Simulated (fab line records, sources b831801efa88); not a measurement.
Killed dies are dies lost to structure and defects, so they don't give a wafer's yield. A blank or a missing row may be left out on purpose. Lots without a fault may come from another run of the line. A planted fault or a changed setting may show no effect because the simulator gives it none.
A struck lot beside a sound one | flow sfq_line | 20 steps out of a route of 325
Sound: wafers L191.3, L191.4, L191.5. Struck: wafers L203.2, L203.3, L203.5. The cause comes at the end.
At each step with rows: each side's tool, then ch and its chambers, then its first start. Under that, the readings that differ: sound wafers | struck wafers | difference of the means | sigmas: that difference in standard deviations of wafers without a fault.
alike: readings whose means differ by less than 2 such deviations, and words and numbers that are the same on both sides. not compared: withheld readings, readings that some wafer has no value for, bounds like >300 that may hide the same value, and numbers for which the record gives no deviation and whose values overlap.
The two part at a step that has a row with sigmas, a row that says differs or no value, or rows on one side only. Numbers that don't overlap but have no deviation are shown without sigmas and don't part them. A reading that every wafer of one side lacks parts them only if that side has two wafers or more.

first, 2 steps without rows for these wafers: SFQ_TRILAYER_I0_VIA_LITHO_PEB_034 (peb time 60 s); SFQ_TRILAYER_I0_VIA_LITHO_DEVELOP_033 (time 60 s).
SFQ_I0_OVL_MEAS_908:
  sound on overlay-02, day 16 01:16; struck on overlay-01, day 22 06:30
  reading     | sound      | struck | difference | sigmas
  I0_OVL (nm) | -7 -13 -13 | 3 3 -1 | +13        | +2
SFQ_TRILAYER_I0_VIA_BARC_OPEN_VIA_ETCH_046: etches BARC in O2, target depth 125 nm, time 41.7 s.
  sound on rie_diel-04 ch 0,1,2, day 16 01:18; struck on rie_diel-01 ch 0,1,3, day 22 06:32
  alike: chamber_pressure_mTorr, drypump_motor_current_A, oes_product_au
  not compared: rf_hours_counter_h
SFQ_TRILAYER_I0_VIA_ETCH_VIA_ETCH_034: etches SiO2 in CHF3, stops on Nb, target depth 260 nm.
  sound on rie_diel-04 ch 0,1,2, day 16 01:20; struck on rie_diel-01 ch 0,1,3, day 22 06:34
  alike: chamber_pressure_mTorr, drypump_motor_current_A, oes_product_au
SFQ_TRILAYER_I0_VIA_STRIP_STRIP_035: strips in O2.
  sound on rie_metal-03 ch 0,1, day 16 01:39; struck on rie_metal-03 ch 0,1, day 22 06:41
  alike: chamber_pressure_mTorr, drypump_motor_current_A, oes_product_au
  not compared: rf_hours_counter_h
then, 2 steps without rows for these wafers: SFQ_TRILAYER_I0_VIA_STRIP_SOLV_CLEAN_036 (cleans in NMP, time 600 s); SFQ_TRILAYER_M1_DEP_PRE_CLEAN_038 (time 22.5 s).
SFQ_TRILAYER_M1_DEP_SPUTTER_037: material Nb, target thk 200 nm, time 133.3 s.
  sound on pvd_sputter-05, day 16 02:15; struck on pvd_sputter-05, day 22 07:40
  alike: throttle_valve_pct
SFQ_M1_RS_MEAS_909: measures by four-point-probe.
  sound on film_metro-04, day 16 02:23; struck on film_metro-03, day 22 07:47
  alike: M1_NB_RS
then, 1 step without rows for these wafers: SFQ_TRILAYER_M1_LITHO_COAT_044 (resist thk 62 nm).
SFQ_TRILAYER_M1_LITHO_COAT_039: resist thk 600 nm.
  sound on litho_track-01 ch 0, day 16 02:55; struck on litho_track-01 ch 0, day 22 08:17
  reading                                             | sound           | struck          | difference | sigmas
  model.KrF_of_TRILAYER_M1_LITHO_COAT_039.thk_nm (nm) | 598.7 600 601.2 | 728 726.3 726.8 | +127       |
then, 4 steps without rows for these wafers: SFQ_TRILAYER_M1_LITHO_SOFTBAKE_043; SFQ_TRILAYER_M1_LITHO_EXPOSE_040 (exposes mask M1, target cd 500 nm); SFQ_TRILAYER_M1_LITHO_PEB_042 (peb time 60 s); SFQ_TRILAYER_M1_LITHO_DEVELOP_041 (time 60 s).
-- the record jumps here: 6 days lie between the struck wafers' starts before and after --
SFQ_M1_OVL_MEAS_911:
  sound on overlay-02, day 22 04:07; struck on overlay-01, day 28 10:53
  alike: M1_OVL
SFQ_TRILAYER_M1_BARC_OPEN_METAL_ETCH_054: etches BARC in O2, target depth 125 nm, time 41.7 s.
  sound on rie_metal-03 ch 0,1, day 22 04:09; struck on rie_metal-02 ch 0,1, day 28 10:55
  reading             | sound             | struck            | difference | sigmas
  model.M1.cd_nm (nm) | 500.6 500.9 500.2 | 503.6 502.2 503.7 | +2.6       |
  alike: chamber_pressure_mTorr, drypump_motor_current_A, oes_product_au
  not compared: rf_hours_counter_h
SFQ_TRILAYER_M1_ETCH_METAL_ETCH_042: etches Nb in Cl2/Ar, stops on SiO2, target depth 240 nm, time 120 s.
  sound on rie_metal-03 ch 0,1, day 22 04:14; struck on rie_metal-02 ch 0,1, day 28 10:59
  reading                                             | sound             | struck          | difference | sigmas
  model.KrF_of_TRILAYER_M1_LITHO_COAT_039.thk_nm (nm) | 380.5 379.2 380.6 | 512.7 512.2 507 | +130.5     |
  alike: chamber_pressure_mTorr, drypump_motor_current_A, oes_product_au
  not compared: rf_hours_counter_h, model.M1.cd_nm
SFQ_TRILAYER_M1_STRIP_STRIP_043: strips in O2.
  sound on rie_metal-03 ch 0,1, day 22 04:31; struck on rie_metal-02 ch 0,1, day 28 11:07
  alike: chamber_pressure_mTorr, drypump_motor_current_A, oes_product_au
  not compared: rf_hours_counter_h

WHERE THEY PART
Only at SFQ_I0_OVL_MEAS_908, within this record. Later steps at which nothing parts them and some readings are alike: SFQ_TRILAYER_I0_VIA_BARC_OPEN_VIA_ETCH_046, SFQ_TRILAYER_I0_VIA_ETCH_VIA_ETCH_034, SFQ_TRILAYER_I0_VIA_STRIP_STRIP_035, SFQ_TRILAYER_M1_DEP_SPUTTER_037, SFQ_M1_RS_MEAS_909, SFQ_M1_OVL_MEAS_911, SFQ_TRILAYER_M1_BARC_OPEN_METAL_ETCH_054, SFQ_TRILAYER_M1_ETCH_METAL_ETCH_042, SFQ_TRILAYER_M1_STRIP_STRIP_043.

WHY: what the simulator had put in
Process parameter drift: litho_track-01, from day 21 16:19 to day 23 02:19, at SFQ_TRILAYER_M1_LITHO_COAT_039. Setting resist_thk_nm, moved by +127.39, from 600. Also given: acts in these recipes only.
